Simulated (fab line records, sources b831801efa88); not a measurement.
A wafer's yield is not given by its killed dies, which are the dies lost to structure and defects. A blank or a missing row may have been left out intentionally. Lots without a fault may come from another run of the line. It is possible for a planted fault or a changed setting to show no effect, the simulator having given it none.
Chamber matching || flow gf180mcu || GF_V1_CMP_04 on cmp-02: 4 sister chambers
The step polishes SiO2. 4 wafers are shown with their chamber, then 7 later ones without.

EACH WAFER AND ITS CHAMBER
{"wafer": "L739.3", "chamber": 0, "motor-current-A (A)": 10.6}
{"wafer": "L739.5", "chamber": 1, "motor-current-A (A)": 11.6}
{"wafer": "L740.2", "chamber": 2, "motor-current-A (A)": 10.3}
{"wafer": "L740.4", "chamber": 3, "motor-current-A (A)": 11.5}

WAFERS MISSING THEIR CHAMBER
{"wafer": "L740.5", "motor-current-A (A)": 11.0}
{"wafer": "L742.3", "motor-current-A (A)": 10.9}
{"wafer": "L742.4", "motor-current-A (A)": 10.0}
{"wafer": "L742.6", "motor-current-A (A)": 10.5}
{"wafer": "L754.2", "motor-current-A (A)": 10.9}
{"wafer": "L754.3", "motor-current-A (A)": 10.4}
{"wafer": "L754.4", "motor-current-A (A)": 9.8}

WHICH CHAMBER EACH WENT THROUGH
{"wafer": "L740.5", "from the rows above": "can't be placed: 0 or 3 or 1 or 2", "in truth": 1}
{"wafer": "L742.3", "from the rows above": "can't be placed: 0 or 2 or 3 or 1", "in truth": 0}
{"wafer": "L742.4", "from the rows above": "can't be placed: 2 or 0", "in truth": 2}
{"wafer": "L742.6", "from the rows above": "can't be placed: 0 or 2", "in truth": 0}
{"wafer": "L754.2", "from the rows above": "can't be placed: 0 or 2 or 3 or 1", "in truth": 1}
{"wafer": "L754.3", "from the rows above": "can't be placed: 2 or 0", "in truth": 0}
{"wafer": "L754.4", "from the rows above": "can't be placed: 2 or 0", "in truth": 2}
Correct placement for 0 of the 7. Cannot be placed on the basis of these rows: 7; the candidates contain the true chamber in 7. Placed wrongly: 0.
How it was worked out, from the rows above alone: a wafer's distance from a chamber is the root of the sum, over the readings, of the square of ((its reading less the chamber's mean) divided by the reading's scatter). If the next closest chamber is less than 2 further off than the closest, the wafer can't be placed; otherwise it belongs to the closest. For every chamber, the mean is computed from those of its wafers that are shown. The scatter: with one shown wafer a chamber, the root of the mean of the squares of how far each hidden wafer lies from its nearest shown one.
